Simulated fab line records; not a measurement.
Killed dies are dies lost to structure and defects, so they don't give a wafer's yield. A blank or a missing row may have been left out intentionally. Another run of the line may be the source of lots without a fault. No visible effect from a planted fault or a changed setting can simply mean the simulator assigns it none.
Check for tools in common | flow sky130 | 12 lots and 36 wafers in the sample

## REASON FOR OPENING
1 of 12 lots carry a flag on the reading RES_XHIGH_TW at SKY_RES_XHIGH_TW_MEAS_09. No-fault wafers: 1643, standard deviation 12.
Rule: a lot gets a flag if all its wafers with a number sit over 4 standard deviations from that mean, or if no wafer of it has a number. The rest of the lots are taken to be sound.

lot  | measured     | on            | RES_XHIGH_TW, wafer by wafer | flag
L354 | day 26 00:55 | film-metro-02 | 1652 1674 1661               |
L356 | day 27 01:59 | film-metro-03 | 1637 1632 1633               |
L358 | day 28 01:13 | film-metro-03 | 1626 1630 1633               |
L359 | day 28 04:16 | film-metro-02 | 1638 1642 1640               |
L361 | day 28 22:01 | film-metro-02 | 1647 1640 1641               |
L362 | day 29 07:16 | film-metro-04 | 1648 1652 1644               |
L364 | day 30 01:10 | film-metro-02 | 1651 1659 1653               |
L365 | day 30 10:49 | film-metro-04 | 1652 1637 1645               |
L368 | day 31 15:07 | film-metro-02 | 1654 1649 1653               |
L369 | day 31 22:40 | film-metro-03 | 1612 1610 1625               |
L371 | day 32 08:58 | film-metro-03 | 30 30 30                     | FLAGGED
L373 | day 33 01:34 | film-metro-02 | 1646 1652 1648               |
On average the flagged lots read 30, which is -1613 against the usual, or -99 or more standard deviations.

## LOT BY LOT: THE TOOL USED
Before the reading, the record contains 2 process steps out of a 708-step route. Cell contents, in order: the tool; ch with the chambers the sampled wafers went through; the start.
lot  | flag    | SKY_RES_XHIGH_EXPOSE_04             | SKY_RES_XHIGH_STRIP_08
L354 |         | iline-stepper-02 ch 0, day 25 10:01 | plasma-asher-02 ch 0,1, day 26 00:49
L356 |         | iline-stepper-02 ch 0, day 26 11:36 | plasma-asher-02 ch 0,1, day 27 01:54
L358 |         | iline-stepper-02 ch 0, day 27 10:43 | plasma-asher-02 ch 1, day 28 01:07
L359 |         | iline-stepper-01 ch 0, day 27 13:59 | plasma-asher-03 ch 0,1, day 28 04:10
L361 |         | iline-stepper-01 ch 0, day 28 08:20 | plasma-asher-04 ch 0,1, day 28 21:55
L362 |         | iline-stepper-02 ch 0, day 28 17:12 | plasma-asher-04 ch 0, day 29 07:10
L364 |         | iline-stepper-01 ch 0, day 29 10:40 | plasma-asher-03 ch 0,1, day 30 01:04
L365 |         | iline-stepper-01 ch 0, day 29 20:34 | plasma-asher-03 ch 0,1, day 30 10:43
L368 |         | iline-stepper-02 ch 0, day 31 01:04 | plasma-asher-04 ch 0,1, day 31 15:01
L369 |         | iline-stepper-02 ch 0, day 31 08:59 | plasma-asher-02 ch 0,1, day 31 22:34
L371 | FLAGGED | iline-stepper-01 ch 0, day 31 19:04 | plasma-asher-03 ch 0,1, day 32 08:52
L373 |         | iline-stepper-01 ch 0, day 32 11:37 | plasma-asher-02 ch 0,1, day 33 01:28
What these steps do:
- SKY_RES_XHIGH_EXPOSE_04: exposes mask URPM, target cd 1270 nm.
- SKY_RES_XHIGH_STRIP_08: strips in O2/N2.
- SKY_RES_XHIGH_TW_MEAS_09

## FLAGGED AGAINST TOTAL, ONE TOOL AT A TIME (gauges that did the reading follow at the end)
step                     | tool             | lots run | flagged | share of the flagged lots | sound lots run after its first flagged lot
SKY_RES_XHIGH_EXPOSE_04  | iline-stepper-01 | 6        | 1       | all                       | 1 (L373)
SKY_RES_XHIGH_EXPOSE_04  | iline-stepper-02 | 6        | 0       | none                      | -
SKY_RES_XHIGH_STRIP_08   | plasma-asher-02  | 5        | 0       | none                      | -
SKY_RES_XHIGH_STRIP_08   | plasma-asher-03  | 4        | 1       | all                       | 0
SKY_RES_XHIGH_STRIP_08   | plasma-asher-04  | 3        | 0       | none                      | -
SKY_RES_XHIGH_TW_MEAS_09 | film-metro-02    | 6        | 0       | none                      | -
SKY_RES_XHIGH_TW_MEAS_09 | film-metro-03    | 4        | 1       | all                       | 0
SKY_RES_XHIGH_TW_MEAS_09 | film-metro-04    | 2        | 0       | none                      | -

## WHAT IS ALLOWED BY THE TABLE
3 rows of the table ran every flagged lot: iline-stepper-01 at SKY_RES_XHIGH_EXPOSE_04, plasma-asher-03 at SKY_RES_XHIGH_STRIP_08, film-metro-03 at SKY_RES_XHIGH_TW_MEAS_09.
- iline-stepper-01 at SKY_RES_XHIGH_EXPOSE_04: 1 of its 6 lots flagged. After the first flagged lot (L373), sound lots still ran on it; a lasting fault on the whole tool would not permit that.
- plasma-asher-03 at SKY_RES_XHIGH_STRIP_08: 1 of its 4 lots flagged. Last sound lot L365 at day 30 10:43, first flagged lot L371 at day 32 08:52; a fault beginning in between fits.
- film-metro-03 at SKY_RES_XHIGH_TW_MEAS_09: 1 of its 4 lots flagged. Last sound lot L369 at day 31 22:40, first flagged lot L371 at day 32 08:58; a fault beginning in between fits.
These 2 tools cannot be told apart by counting lots, since each of them fits a fault that started at some hour. More lots, or a look at what each step does to the wafer, might.

## WHAT THE SIMULATOR HAD INSERTED
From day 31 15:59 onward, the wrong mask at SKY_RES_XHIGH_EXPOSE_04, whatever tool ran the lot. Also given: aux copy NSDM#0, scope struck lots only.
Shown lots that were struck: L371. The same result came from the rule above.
